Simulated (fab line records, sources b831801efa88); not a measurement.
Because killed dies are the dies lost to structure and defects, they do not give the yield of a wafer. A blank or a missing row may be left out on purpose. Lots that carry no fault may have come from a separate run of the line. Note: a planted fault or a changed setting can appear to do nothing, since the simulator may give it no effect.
Which tool did it? / flow gf180mcu / 39 wafers from 13 lots sampled at 5 of the route's 602 steps

== WHAT THE GAUGES SHOWED, per wafer ==
GF_POLY_GATE_THK_MEAS_01. Usual: POLY_GATE_CVD_00_THK typically reads 199.7 nm, with standard deviation 2.2.
lot=L313; measured=day 8 09:47; on=film_metro-01; POLY_GATE_CVD_00_THK (nm)=204.0 204.1 203.4; flag=
lot=L316; measured=day 9 09:38; on=film_metro-04; POLY_GATE_CVD_00_THK (nm)=200.4 201.3 200.9; flag=
lot=L318; measured=day 10 00:05; on=film_metro-02; POLY_GATE_CVD_00_THK (nm)=198.8 198.3 198.3; flag=
lot=L320; measured=day 10 14:07; on=film_metro-02; POLY_GATE_CVD_00_THK (nm)=199.6 197.7 198.4; flag=
lot=L321; measured=day 10 16:47; on=film_metro-04; POLY_GATE_CVD_00_THK (nm)=200.8 200.2 203.3; flag=
lot=L322; measured=day 11 07:06; on=film_metro-02; POLY_GATE_CVD_00_THK (nm)=203.5 203.0 200.2; flag=
lot=L324; measured=day 11 15:53; on=film_metro-01; POLY_GATE_CVD_00_THK (nm)=201.1 199.4 201.0; flag=
lot=L326; measured=day 12 05:26; on=film_metro-02; POLY_GATE_CVD_00_THK (nm)=199.1 198.4 199.2; flag=
lot=L327; measured=day 12 11:05; on=film_metro-04; POLY_GATE_CVD_00_THK (nm)=262.8 260.3 261.4; flag=OFF
lot=L328; measured=day 12 18:36; on=film_metro-02; POLY_GATE_CVD_00_THK (nm)=261.6 261.6 263.5; flag=OFF
lot=L329; measured=day 12 23:41; on=film_metro-01; POLY_GATE_CVD_00_THK (nm)=265.7 264.9 263.2; flag=OFF
lot=L330; measured=day 13 12:18; on=film_metro-02; POLY_GATE_CVD_00_THK (nm)=200.9 201.9 200.2; flag=
lot=L334; measured=day 14 15:25; on=film_metro-02; POLY_GATE_CVD_00_THK (nm)=197.1 198.7 199.2; flag=

GF_HV_LDD_OVL_MEAS_08. Usual: HV_LDD_OVL typically reads 1.3 nm, with standard deviation 1.5.
lot=L313; measured=day 9 21:43; on=overlay-01; HV_LDD_OVL (nm)=2.5 0.9 1.3; flag=
lot=L316; measured=day 10 23:01; on=overlay-01; HV_LDD_OVL (nm)=0.6 -0.4 1.3; flag=
lot=L318; measured=day 11 13:19; on=overlay-01; HV_LDD_OVL (nm)=2.5 1.3 3.3; flag=
lot=L320; measured=day 12 06:34; on=overlay-02; HV_LDD_OVL (nm)=0.0 1.0 3.1; flag=
lot=L321; measured=day 12 08:46; on=overlay-02; HV_LDD_OVL (nm)=2.4 1.3 0.9; flag=
lot=L322; measured=day 12 23:07; on=overlay-01; HV_LDD_OVL (nm)=1.2 2.5 1.9; flag=
lot=L324; measured=day 13 09:12; on=overlay-01; HV_LDD_OVL (nm)=0.1 0.8 1.7; flag=
lot=L326; measured=day 13 23:16; on=overlay-01; HV_LDD_OVL (nm)=4.0 3.5 3.9; flag=
lot=L327; measured=day 14 05:34; on=overlay-02; HV_LDD_OVL (nm)=0.7 0.9 -0.2; flag=
lot=L328; measured=day 14 13:46; on=overlay-02; HV_LDD_OVL (nm)=1.1 2.1 0.7; flag=
lot=L329; measured=day 14 18:21; on=overlay-01; HV_LDD_OVL (nm)=-0.4 0.4 -0.3; flag=
lot=L330; measured=day 15 07:12; on=overlay-02; HV_LDD_OVL (nm)=1.7 3.2 3.4; flag=
lot=L334; measured=day 16 12:40; on=overlay-02; HV_LDD_OVL (nm)=-0.9 2.5 2.3; flag=

== TOOL THAT RAN EACH LOT (tool first, then ch and the chambers of the sampled wafers, then the start) ==
lot=L313; GF_DNWELL_STRIP_08=plasma_asher-04 ch 0,1, day 2 18:17; GF_POLY_GATE_CVD_00=lpcvd-02 ch 1, day 8 08:27; GF_POLY_GATE_ETCH_12=rie_diel-02 ch 0,3, day 9 02:39
lot=L316; GF_DNWELL_STRIP_08=plasma_asher-04 ch 0,1, day 3 11:06; GF_POLY_GATE_CVD_00=lpcvd-02 ch 0, day 9 08:19; GF_POLY_GATE_ETCH_12=rie_diel-04 ch 2,3, day 10 03:14
lot=L318; GF_DNWELL_STRIP_08=plasma_asher-04 ch 0,1, day 3 21:55; GF_POLY_GATE_CVD_00=lpcvd-01 ch 0, day 9 22:43; GF_POLY_GATE_ETCH_12=rie_diel-04 ch 0,2, day 10 17:29
lot=L320; GF_DNWELL_STRIP_08=plasma_asher-02 ch 0,1, day 4 09:19; GF_POLY_GATE_CVD_00=lpcvd-01 ch 1, day 10 12:46; GF_POLY_GATE_ETCH_12=rie_diel-02 ch 1,3, day 11 08:59
lot=L321; GF_DNWELL_STRIP_08=plasma_asher-04 ch 1, day 4 12:05; GF_POLY_GATE_CVD_00=lpcvd-02 ch 1, day 10 15:27; GF_POLY_GATE_ETCH_12=rie_diel-02 ch 1,2, day 11 11:19
lot=L322; GF_DNWELL_STRIP_08=plasma_asher-02 ch 1, day 4 21:08; GF_POLY_GATE_CVD_00=lpcvd-02 ch 0, day 11 05:05; GF_POLY_GATE_ETCH_12=rie_diel-04 ch 0,1,2, day 12 02:08
lot=L324; GF_DNWELL_STRIP_08=plasma_asher-02 ch 0,1, day 5 04:23; GF_POLY_GATE_CVD_00=lpcvd-01 ch 0, day 11 14:34; GF_POLY_GATE_ETCH_12=rie_diel-04 ch 1,2,3, day 12 11:02
lot=L326; GF_DNWELL_STRIP_08=plasma_asher-02 ch 0,1, day 5 16:16; GF_POLY_GATE_CVD_00=lpcvd-01 ch 0, day 12 04:04; GF_POLY_GATE_ETCH_12=rie_diel-04 ch 2,3, day 13 01:14
lot=L327; GF_DNWELL_STRIP_08=plasma_asher-04 ch 1, day 5 20:11; GF_POLY_GATE_CVD_00=lpcvd-01 ch 0, day 12 09:04; GF_POLY_GATE_ETCH_12=rie_diel-03 ch 0,2,3, day 13 07:09
lot=L328; GF_DNWELL_STRIP_08=plasma_asher-04 ch 0,1, day 6 02:17; GF_POLY_GATE_CVD_00=lpcvd-01 ch 0, day 12 17:16; GF_POLY_GATE_ETCH_12=rie_diel-02 ch 2,3, day 13 14:32
lot=L329; GF_DNWELL_STRIP_08=plasma_asher-03 ch 0,1, day 6 06:03; GF_POLY_GATE_CVD_00=lpcvd-01 ch 1, day 12 22:21; GF_POLY_GATE_ETCH_12=rie_diel-03 ch 0,1,3, day 13 19:41
lot=L330; GF_DNWELL_STRIP_08=plasma_asher-04 ch 0,1, day 6 13:50; GF_POLY_GATE_CVD_00=lpcvd-02 ch 1, day 13 10:58; GF_POLY_GATE_ETCH_12=rie_diel-04 ch 0,2,3, day 14 09:17
lot=L334; GF_DNWELL_STRIP_08=plasma_asher-04 ch 0, day 7 11:09; GF_POLY_GATE_CVD_00=lpcvd-02 ch 1, day 14 14:05; GF_POLY_GATE_ETCH_12=rie_diel-03 ch 0,1,2, day 15 12:15
- GF_DNWELL_STRIP_08: strips in O2/N2.
- GF_POLY_GATE_CVD_00: deposits poly-Si, target thk 200 nm, time 1200 s.
- GF_POLY_GATE_ETCH_12: etches BARC in N2/H2.

== WHAT THE TOOLS THEMSELVES READ (means of the sampled wafers that have a number; where no wafer has one, the mark that the record gives instead) ==
GF_DNWELL_STRIP_08. Usual: drypump_motor_current_A 5.8 A, standard deviation 0.39; heater_power_w 322 W, standard deviation 12; oes_product_au 0.722 a.u., standard deviation 0.0048; strip_time_to_endpoint_s 37.00 s, standard deviation 0.093.
lot=L313; tool=plasma_asher-04; drypump_motor_current_A (A)=5.9; heater_power_w (W)=329; oes_product_au (a.u.)=0.718; strip_time_to_endpoint_s (s)=36.95; flag=
lot=L316; tool=plasma_asher-04; drypump_motor_current_A (A)=5.8; heater_power_w (W)=329; oes_product_au (a.u.)=0.726; strip_time_to_endpoint_s (s)=37.09; flag=
lot=L318; tool=plasma_asher-04; drypump_motor_current_A (A)=5.8; heater_power_w (W)=331; oes_product_au (a.u.)=0.721; strip_time_to_endpoint_s (s)=36.87; flag=
lot=L320; tool=plasma_asher-02; drypump_motor_current_A (A)=6.2; heater_power_w (W)=313; oes_product_au (a.u.)=0.721; strip_time_to_endpoint_s (s)=36.83; flag=
lot=L321; tool=plasma_asher-04; drypump_motor_current_A (A)=5.9; heater_power_w (W)=317; oes_product_au (a.u.)=0.721; strip_time_to_endpoint_s (s)=36.93; flag=
lot=L322; tool=plasma_asher-02; drypump_motor_current_A (A)=6.5; heater_power_w (W)=319; oes_product_au (a.u.)=0.723; strip_time_to_endpoint_s (s)=36.90; flag=
lot=L324; tool=plasma_asher-02; drypump_motor_current_A (A)=6.3; heater_power_w (W)=319; oes_product_au (a.u.)=0.724; strip_time_to_endpoint_s (s)=37.04; flag=
lot=L326; tool=plasma_asher-02; drypump_motor_current_A (A)=6.2; heater_power_w (W)=310; oes_product_au (a.u.)=0.725; strip_time_to_endpoint_s (s)=37.00; flag=
lot=L327; tool=plasma_asher-04; drypump_motor_current_A (A)=5.9; heater_power_w (W)=317; oes_product_au (a.u.)=0.726; strip_time_to_endpoint_s (s)=36.99; flag=
lot=L328; tool=plasma_asher-04; drypump_motor_current_A (A)=5.8; heater_power_w (W)=336; oes_product_au (a.u.)=0.720; strip_time_to_endpoint_s (s)=37.05; flag=
lot=L329; tool=plasma_asher-03; drypump_motor_current_A (A)=5.3; heater_power_w (W)=324; oes_product_au (a.u.)=0.720; strip_time_to_endpoint_s (s)=37.01; flag=
lot=L330; tool=plasma_asher-04; drypump_motor_current_A (A)=5.9; heater_power_w (W)=326; oes_product_au (a.u.)=0.726; strip_time_to_endpoint_s (s)=37.10; flag=
lot=L334; tool=plasma_asher-04; drypump_motor_current_A (A)=5.8; heater_power_w (W)=337; oes_product_au (a.u.)=0.718; strip_time_to_endpoint_s (s)=37.00; flag=

GF_POLY_GATE_ETCH_12. Usual: drypump_motor_current_A 5.7 A, standard deviation 0.53; h2_flow_sccm 199.9 sccm, standard deviation 0.62; oes_product_au 0.736 a.u., standard deviation 0.0045; rf_fwd_power_W 496.0 W, standard deviation 1.8; throttle_valve_pct 13.214 %, standard deviation 0.01.
lot=L313; tool=rie_diel-02; drypump_motor_current_A (A)=5.2; h2_flow_sccm (sccm)=200.3; oes_product_au (a.u.)=0.734; rf_fwd_power_W (W)=494.9; throttle_valve_pct (%)=13.215; flag=
lot=L316; tool=rie_diel-04; drypump_motor_current_A (A)=6.4; h2_flow_sccm (sccm)=199.8; oes_product_au (a.u.)=0.735; rf_fwd_power_W (W)=496.2; throttle_valve_pct (%)=13.218; flag=
lot=L318; tool=rie_diel-04; drypump_motor_current_A (A)=6.1; h2_flow_sccm (sccm)=200.0; oes_product_au (a.u.)=0.732; rf_fwd_power_W (W)=497.8; throttle_valve_pct (%)=13.221; flag=
lot=L320; tool=rie_diel-02; drypump_motor_current_A (A)=5.6; h2_flow_sccm (sccm)=199.4; oes_product_au (a.u.)=0.739; rf_fwd_power_W (W)=496.4; throttle_valve_pct (%)=13.219; flag=
lot=L321; tool=rie_diel-02; drypump_motor_current_A (A)=5.4; h2_flow_sccm (sccm)=199.4; oes_product_au (a.u.)=0.734; rf_fwd_power_W (W)=497.9; throttle_valve_pct (%)=13.218; flag=
lot=L322; tool=rie_diel-04; drypump_motor_current_A (A)=5.7; h2_flow_sccm (sccm)=199.9; oes_product_au (a.u.)=0.733; rf_fwd_power_W (W)=495.5; throttle_valve_pct (%)=13.221; flag=
lot=L324; tool=rie_diel-04; drypump_motor_current_A (A)=6.0; h2_flow_sccm (sccm)=200.1; oes_product_au (a.u.)=0.736; rf_fwd_power_W (W)=494.4; throttle_valve_pct (%)=13.207; flag=
lot=L326; tool=rie_diel-04; drypump_motor_current_A (A)=6.3; h2_flow_sccm (sccm)=199.3; oes_product_au (a.u.)=0.738; rf_fwd_power_W (W)=493.5; throttle_valve_pct (%)=13.202; flag=
lot=L327; tool=rie_diel-03; drypump_motor_current_A (A)=6.1; h2_flow_sccm (sccm)=199.7; oes_product_au (a.u.)=0.740; rf_fwd_power_W (W)=497.3; throttle_valve_pct (%)=13.217; flag=
lot=L328; tool=rie_diel-02; drypump_motor_current_A (A)=5.0; h2_flow_sccm (sccm)=200.1; oes_product_au (a.u.)=0.736; rf_fwd_power_W (W)=497.4; throttle_valve_pct (%)=13.211; flag=
lot=L329; tool=rie_diel-03; drypump_motor_current_A (A)=5.8; h2_flow_sccm (sccm)=199.9; oes_product_au (a.u.)=0.737; rf_fwd_power_W (W)=495.1; throttle_valve_pct (%)=13.210; flag=
lot=L330; tool=rie_diel-04; drypump_motor_current_A (A)=6.0; h2_flow_sccm (sccm)=200.2; oes_product_au (a.u.)=0.739; rf_fwd_power_W (W)=495.0; throttle_valve_pct (%)=13.223; flag=
lot=L334; tool=rie_diel-03; drypump_motor_current_A (A)=5.9; h2_flow_sccm (sccm)=200.3; oes_product_au (a.u.)=0.735; rf_fwd_power_W (W)=495.6; throttle_valve_pct (%)=13.204; flag=

== THE ANSWER, worked out from the rows above alone ==
Rule: a lot is off if the mean of its wafers that have a number lies more than 3 standard deviations from the usual mean. Also off: a lot with no number at a reading for which 4 or more lots have one. Any other lot the step has rows for is counted as sound. Order of review: gauges by route order, followed by the tools' own readings, for which a lot's mean as printed above is used. The first step at which some lot is off is used, and at that step the reading that is off furthest; a lot without a number counts as furthest.
Off: L327, L328, L329, seen at GF_POLY_GATE_THK_MEAS_01 (POLY_GATE_CVD_00_THK).
A tool fits if, at a process step before that reading, it ran every lot that is off, and no sound lot after the first of them. The gauges at GF_POLY_GATE_THK_MEAS_01 are tried like those tools. One fits: GF_POLY_GATE_CVD_00 on lpcvd-01. A fault onset in the window from L326 (day 12 04:04, its last sound lot) to L327 (day 12 09:04, its first lot off) fits.

== WHAT WAS PUT IN BY THE SIMULATOR ==
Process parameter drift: lpcvd-01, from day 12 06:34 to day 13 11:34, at GF_POLY_GATE_CVD_00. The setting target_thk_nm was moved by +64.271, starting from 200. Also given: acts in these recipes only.
Struck lots among those shown: L327, L328, L329. The rule given above showed the same thing.
